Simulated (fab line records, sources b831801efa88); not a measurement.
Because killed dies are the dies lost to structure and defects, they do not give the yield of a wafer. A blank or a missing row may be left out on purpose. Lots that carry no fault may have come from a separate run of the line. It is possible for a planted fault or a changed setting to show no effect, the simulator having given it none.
The same fault as seen by 2 desks | flow sky130 | each desk holds nothing but its own numbers, with what lay behind them at the end

== FOR THE TOOL OWNER'S DESK: rieMetal-02 ==
The tool's own readings at SKY_METAL5_METAL_ETCH_15 (etches the open film in Cl2/BCl3, stops on SiO2, target depth 1260 nm, time 252 s): means of the sampled wafers that have a number, for each lot that ran on this tool. The brackets show how far a lot's mean lies from the usual mean; more than 4 standard deviations puts the lot out of limits, marked OUT.
Columns: A = biasW at SKY_METAL5_METAL_ETCH_15, usual 48.49 W; B = drypumpMotorCurrentA at SKY_METAL5_METAL_ETCH_15, usual 5.5 A; C = heBacksideLeakSccm at SKY_METAL5_METAL_ETCH_15, usual 3.4 sccm; D = oesProductAu at SKY_METAL5_METAL_ETCH_15, usual 0.894 a.u.; E = throttleValvePct at SKY_METAL5_METAL_ETCH_15, usual 22.265 %
lot  | first seen here | A                | B   | C   | D     | E
L740 | day 45 15:30    | 48.32            | 5.8 | 3.4 | 0.896 | 22.260
L743 | day 46 12:27    | 49.83 (+8.4) OUT | 6.2 | 3.2 | 0.895 | 22.265
L744 | day 46 21:32    | 49.73 (+7.7) OUT | 6.2 | 3.3 | 0.899 | 22.271
This desk finds L743, L744 out of limits, L743 being first, at day 46 12:27 (biasW at SKY_METAL5_METAL_ETCH_15). L740 stayed within limits.

== AT THE METROLOGY DESK ==
What the gauges read, lot by lot, whatever tool the lot ran on: means of the sampled wafers that have a number. The brackets show how far a lot's mean lies from the usual mean; more than 4 standard deviations puts the lot out of limits, marked OUT.
Columns: A = METAL5_ALCU_RS at SKY_METAL5_RS_MEAS_05, usual 0.0270 ohm/sq; B = METAL5_ALCU_THK at SKY_METAL5_THK_MEAS_06, usual 1184 nm
lot  | first seen here | A      | B
L737 | day 44 06:37    | 0.0265 | 1200
L740 | day 44 18:56    | 0.0275 | 1160
L742 | day 45 10:05    | 0.0269 | 1187
L743 | day 45 15:49    | 0.0268 | 1194
L744 | day 46 01:13    | 0.0268 | 1197
L748 | day 47 13:34    | 0.0268 | 1181
Finding of this desk: none of the 6 lots has anything out of limits.

== ALL TOGETHER ==
An alarm could have come from the tool owner's desk at day 46 12:27, on L743, L744.
Metrology desk: nothing out of limits seen.
The metrology desk holds a record of L743, L744, inside its limits.
The lots listed all ran SKY_METAL5_METAL_ETCH_15 on rieMetal-02.

== WHAT HAD BEEN PUT IN BY THE SIMULATOR ==
rieMetal-02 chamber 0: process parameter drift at SKY_METAL5_METAL_ETCH_15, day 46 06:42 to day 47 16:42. From 48.5, the setting biasW moved by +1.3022. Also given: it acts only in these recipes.
Struck lots among those shown: L743, L744.
Time in hours from fault onset to the first out-of-limits reading at each desk: the tool owner's desk, 6.
